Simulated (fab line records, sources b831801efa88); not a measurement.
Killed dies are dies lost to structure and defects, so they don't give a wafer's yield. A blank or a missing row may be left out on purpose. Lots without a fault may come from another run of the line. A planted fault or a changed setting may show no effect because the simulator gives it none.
fab line records | flow sky130
record lots=7 wafers=21 last_day=50
route steps=708 shown VT_ADJUST_LVTN@113 VT_ADJUST_NCORE@119
lots that met no fault: from a run of the same line without faults
start_h: hours from the record's first day to the start of the lot's first wafer shown | wait_h: hours since the lot's step before | " the same as in the row above | L1.1+2: a row that stands for several wafers | - no value, or no start given | * or withheld: withheld | < > ~ a bound
route shown NAME@n: a module of which the file shows steps, and the number in the route of the first | usual: mean/standard deviation of fault-free wafers | same: alike in all rows | chamber/n: place in a boat | sites: the reading at each site | _std_site: their standard deviation | _edge_site: outer sites' mean less inner sites' | radius_mm: how far each site lies from the wafer's centre | mask NAME#n: copy n | behind: the tool/chamber that last shaped the wafer | hold: why the lot was held/for how many hours/how that ended | device: the transistor (n, p or np) that didn't switch | end of line: the same wafers' tests at the end of the route | a step without rows: its recipe alone | killed: dies lost to structure and defects at the first sort, not the wafer's yield | map: a wafer's dies, x killed, . not, _ none there
set.NAME: the setting as run; set.NAME@STEP: as run at that earlier step | model.NAME: the simulator's own value behind a step, which no gauge read
lots at some steps of the route; a table a step, a row a wafer
services: from which hour (start_h, from the record's first day; less than 0 if before it) a tool's chamber was out of use, for how many hours, and why
## steps
# step SKY_VT_ADJUST_LVTN_PEB_16
# recipe temp_c=withheld time_s=* resist=NOVOLAK
# step SKY_VT_ADJUST_LVTN_DEVELOP_17
# recipe resist=NOVOLAK developer=TMAH develop_time_s=60 dev_temp_c=23
# step SKY_VT_ADJUST_LVTN_OVL_MEAS_18
# usual VT_ADJUST_LVTN_01_OVL=-0.5/1.6
# columns lot.wafer tool chamber start_h wait_h VT_ADJUST_LVTN_01_OVL[nm]
L757.1 overlay-02 - 174.77 0.1 2.4
L757.5 " - " " 1.5
L757.6 " - " " 3.7
L761.1 overlay-02 - 200.15 0.1 -1.4
L761.2 " - " " -4.6
L761.6 " - " " -2.2
L769.3 overlay-02 - 252.51 0.1 -1.3
L769.4 " - " " -3.1
L769.6 " - " " -2.5
L770.2 overlay-02 - 261.41 0.1 -2.4
L770.4 " - " " -1.6
L770.5 " - " " -3.1
L771.2 overlay-02 - 273.53 0.1 0.7
L771.4 " - " " 2.0
L771.5 " - " " 0.3
L776.2 overlay-02 - 302.81 0.1 -0.9
L776.3 " - " " -0.3
L776.4 " - " " -0.1
L778.1 overlay-01 - 316.13 0.1 -0.9
L778.2 " - " " 0.7
L778.6 " - " " -0.8
# step SKY_VT_ADJUST_LVTN_IMPLANT_19
# recipe species=B energy_kev=30 dose_cm2=6.5e+11 tilt_deg=withheld
# step SKY_VT_ADJUST_LVTN_STRIP_20
# recipe chemistry=O2/N2 power_w=1400 pressure_mtorr=1500 platen_temp_c=withheld o2_flow_sccm=3000 n2_flow_sccm=300 overash_fraction=0.5
# usual drypump_motor_current_A=5.9/0.39 oes_product_au=0.715/0.0045 strip_time_to_endpoint_s=14.18/0.05
# columns lot.wafer tool chamber start_h wait_h drypump_motor_current_A oes_product_au rf_hours_counter_h strip_time_to_endpoint_s
L757.1 plasma_asher-02 1 174.96 0.1 6.1 0.712 5 14.10
L757.5 " 1 " " 6.2 0.716 - 14.12
L757.6 " 0 " " 6.0 0.722 - 14.11
L761.1 plasma_asher-01 0 200.34 0.1 5.1 0.707 51 14.13
L761.2 " 1 " " 6.0 0.709 51 14.14
L761.6 " 1 " " 6.0 0.711 - 14.10
L769.3 plasma_asher-01 1 252.72 0.1 6.1 0.710 - 14.19
L769.4 " 0 " " 5.2 0.714 - 14.19
L769.6 " 0 " " 5.1 0.718 - 14.17
L770.2 plasma_asher-04 1 261.59 0.1 6.3 0.717 58 14.25
L770.4 " 1 " " 6.3 0.712 - 14.29
L770.5 " 1 " " 6.3 0.715 - 14.27
L771.2 plasma_asher-02 0 273.71 0.1 6.0 0.712 15 14.12
L771.4 " 1 " " 6.2 0.723 - 14.15
L771.5 " 0 " " 6.0 0.717 - 14.12
L776.2 plasma_asher-02 0 302.99 0.1 6.0 0.715 18 14.19
L776.3 " 0 " " 6.0 0.712 - 14.23
L776.4 " 1 " " 6.2 0.708 - 14.17
L778.1 plasma_asher-01 1 316.32 0.1 6.1 0.715 62 14.26
L778.2 " 0 " " 5.1 0.724 62 14.24
L778.6 " 0 " " 5.1 0.712 - 14.27
# step SKY_VT_ADJUST_LVTN_TW_MEAS_21
# usual VT_ADJUST_LVTN_2_TW=188.4/0.98
# columns lot.wafer tool chamber start_h wait_h VT_ADJUST_LVTN_2_TW
L757.1 film_metro-02 - 175.06 0.1 187.0
L757.5 " - " " 186.1
L757.6 " - " " 186.1
L761.1 film_metro-04 - 200.44 0.1 188.0
L761.2 " - " " 188.8
L761.6 " - " " 188.2
L769.3 film_metro-04 - 252.81 0.1 189.4
L769.4 " - " " 189.4
L769.6 " - " " 189.2
L770.2 film_metro-02 - 261.70 0.1 188.9
L770.4 " - " " 188.1
L770.5 " - " " 188.6
L771.2 film_metro-03 - 273.82 0.1 188.3
L771.4 " - " " 189.5
L771.5 " - " " 189.0
L776.2 film_metro-04 - 303.10 0.1 188.7
L776.3 " - " " 189.2
L776.4 " - " " 189.0
L778.1 film_metro-04 - 316.42 0.1 188.8
L778.2 " - " " 189.2
L778.6 " - " " 188.8
# step SKY_VT_ADJUST_NCORE_DEHYDRATE_00
# recipe temp_c=200 time_s=60
# step SKY_VT_ADJUST_NCORE_HMDS_01
# recipe prime_time_s=60 prime_temp_c=120
# step SKY_VT_ADJUST_NCORE_COAT_02
# recipe resist=NOVOLAK spin_rpm=3000 resist_thk_nm=1140
# step SKY_VT_ADJUST_NCORE_SOFTBAKE_03
# recipe temp_c=90 time_s=60 resist=NOVOLAK
# step SKY_VT_ADJUST_NCORE_EXPOSE_04
# recipe mask_id=LVTN_COMPLEMENT_THIN na=0.6 source_shape=conventional sigma_outer=0.6 polarization=unpolarized target_cd_nm=380 dose_mj=139
# step SKY_VT_ADJUST_NCORE_PEB_05
# recipe temp_c=withheld time_s=* resist=NOVOLAK
# step SKY_VT_ADJUST_NCORE_DEVELOP_06
# recipe resist=NOVOLAK developer=TMAH develop_time_s=60 dev_temp_c=23
# usual chill_plate_temp_C=22.96/0.11 develop_time_s=60/0 exhaust_pa=45.0/0.91
# columns lot.wafer tool chamber start_h wait_h chill_plate_temp_C develop_time_s exhaust_pa
L757.1 litho_track-01 0 196.03 0.1 22.92 60 45.8
L757.5 " 0 " " 22.80 60 44.9
L757.6 " 0 " " 22.92 60 45.5
L761.1 litho_track-04 0 221.45 0.1 22.94 60 43.3
L761.2 " 0 " " 22.94 60 44.3
L761.6 " 0 " " 22.97 60 44.8
L769.3 litho_track-02 - 276.55 0.1 - - -
L769.4 " - " " - - -
L769.6 " - " " - - -
L770.2 litho_track-04 - 285.47 0.1 - - -
L770.4 " - " " - - -
L770.5 " - " " - - -
L771.2 litho_track-02 - 297.22 0.1 - - -
L771.4 " - " " - - -
L771.5 " - " " - - -
L776.2 litho_track-02 0 326.77 0.1 22.99 60 44.4
L776.3 " 0 " " 22.98 60 44.6
L776.4 " 0 " " 22.94 60 44.5
L778.1 litho_track-01 0 341.63 0.1 23.06 60 45.8
L778.2 " 0 " " 23.04 60 45.9
L778.6 " 0 " " 22.96 60 46.0
# step SKY_VT_ADJUST_NCORE_CD_MEAS_07
# recipe target_cd_nm=380
# usual cd_nm=379.4/2.2
# columns lot.wafer tool chamber start_h wait_h cd_nm
L757.1 cd_sem-01 - 196.18 0.1 380.9
L757.5 " - " " 381.0
L757.6 " - " " 381.0
L761.1 cd_sem-01 - 221.60 0.1 379.6
L761.2 " - " " 380.6
L761.6 " - " " 378.7
L769.3 cd_sem-01 - 276.69 0.1 -
L769.4 " - " " -
L769.6 " - " " -
L770.2 cd_sem-01 - 285.62 0.1 -
L770.4 " - " " -
L770.5 " - " " -
L771.2 cd_sem-01 - 297.37 0.1 -
L771.4 " - " " -
L771.5 " - " " -
L776.2 cd_sem-02 - 326.92 0.1 377.9
L776.3 " - " " 378.0
L776.4 " - " " 378.5
L778.1 cd_sem-01 - 341.78 0.1 377.0
L778.2 " - " " 378.2
L778.6 " - " " 376.0
## services
# columns tool chamber start_h hours kind
plasma_asher-04 - 240.21 2.1 repair
plasma_asher-04 - 264.11 0.7 repair
plasma_asher-02 - 307.36 22.6 repair
plasma_asher-02 - 338.63 8.5 repair
## key
first_sign step=SKY_VT_ADJUST_NCORE_DEVELOP_06 reading=tool_record direction=missing
effect none on later readings
met_at SKY_VT_ADJUST_NCORE_DEVELOP_06
struck_wafers L769.3,L769.4,L769.6,L770.2,L770.4,L770.5,L771.2,L771.4,L771.5
sort_left_out L769.3,L769.4,L769.6,L770.2,L770.4,L770.5,L771.2,L771.4,L771.5
tester_left_out L769,L770,L771
onset_between 221.45 276.55
fault kind=skipped_step_whole tool=litho_track-02,litho_track-04 chamber=- onset_h=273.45 steps=SKY_VT_ADJUST_NCORE_DEVELOP_06 scope=struck_lots_only
# tester_left_out: of these lots the tester's yield and bins aren't shown, on N5 and GAA mostly nor the transistor test; their killed dies are dies lost to structure and defects alone, not to doping, threshold or leakage, so they don't give the yield
# sort_left_out: the simulated sort isn't trusted on such a fault, so these wafers' sort isn't shown, and their yield isn't known
